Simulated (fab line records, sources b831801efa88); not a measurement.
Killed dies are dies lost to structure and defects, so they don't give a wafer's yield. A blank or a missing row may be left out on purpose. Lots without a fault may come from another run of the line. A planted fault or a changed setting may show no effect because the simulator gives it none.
Problem report in the 8D (eight disciplines) form, filled by code | flow gf180mcu | the parts of the form that need people (team, actions taken, sign-off) are left out

1. THE PROBLEM
chamber_pressure_Torr at GF_V1_CVD_23 reads a mean of 42.17 Torr on 6 wafers of 2 lots; wafers without a fault read 40.00 Torr with a standard deviation of 0.091. That is +24 standard deviations from the usual mean.
The step: deposits W, target thk 350 nm, time 105.05 s.
First seen on wafer L606.1, day 19 09:51, on cvd_w-02. The record holds 18 wafers of 6 lots with a number at this step. Rule for "out", or "out of limits": more than 4 standard deviations from the usual mean. The other wafers with a number count as sound.

2. WHAT IT IS AND WHAT IT IS NOT
question                    | is                     | is not
which readings at this step | chamber_pressure_Torr  | heater_power_w
which lots                  | L606, L607             | L605, L624, L625, L626
which wafers of those lots  | all that have a number | -
read on which tools         | cvd_w-02               | -
when                        | from day 19 09:51      | up to then (3 sound wafers); but 9 sound wafers of L624, L625, L626 came after

3. SUSPECTS, AND WHAT RULES EACH OUT
Counting: a tool at a process step up to the reading stays a suspect if it ran every lot that is out and no sound lot after the first of them.
- cvd_w-02 at GF_V1_CVD_23 (deposits W, target thk 350 nm, time 105.05 s): ruled out as a lasting fault. Sound lots L624, L625, L626 ran on it after its first lot that is out, L606 (day 19 09:51).
Left after counting: nothing in the record.

4. THE CAUSE (what the simulator had put in)
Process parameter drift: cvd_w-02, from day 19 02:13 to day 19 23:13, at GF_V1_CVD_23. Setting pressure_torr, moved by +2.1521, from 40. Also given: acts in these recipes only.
Counting ruled it out, wrongly.

5. THE CHAIN OF EFFECTS, in route order
Each row: a reading whose mean over the struck wafers that have a number lies more than 3 standard deviations from the usual. Only readings for which the record gives a usual standard deviation are gone through. hours: the time from each lot's start at the first step in this table that gives one to its start at this step, as a median over the lots. sigmas: the change in usual standard deviations.
hours | step         | reading               | usual      | on struck wafers | change | sigmas
0     | GF_V1_CVD_23 | chamber_pressure_Torr | 40.00 Torr | 42.17            | +2.17  | +24
The process steps in it:
- GF_V1_CVD_23: deposits W, target thk 350 nm, time 105.05 s.
Later measuring or inspecting steps at which every struck wafer that the step has a row for has a number for every such reading, and none has moved that far: GF_V1_RS_MEAS_24.

6. WHAT WOULD HAVE CAUGHT IT SOONER
In this record the first reading out of limits was taken at day 19 09:51, 8 hours after the fault began at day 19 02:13.
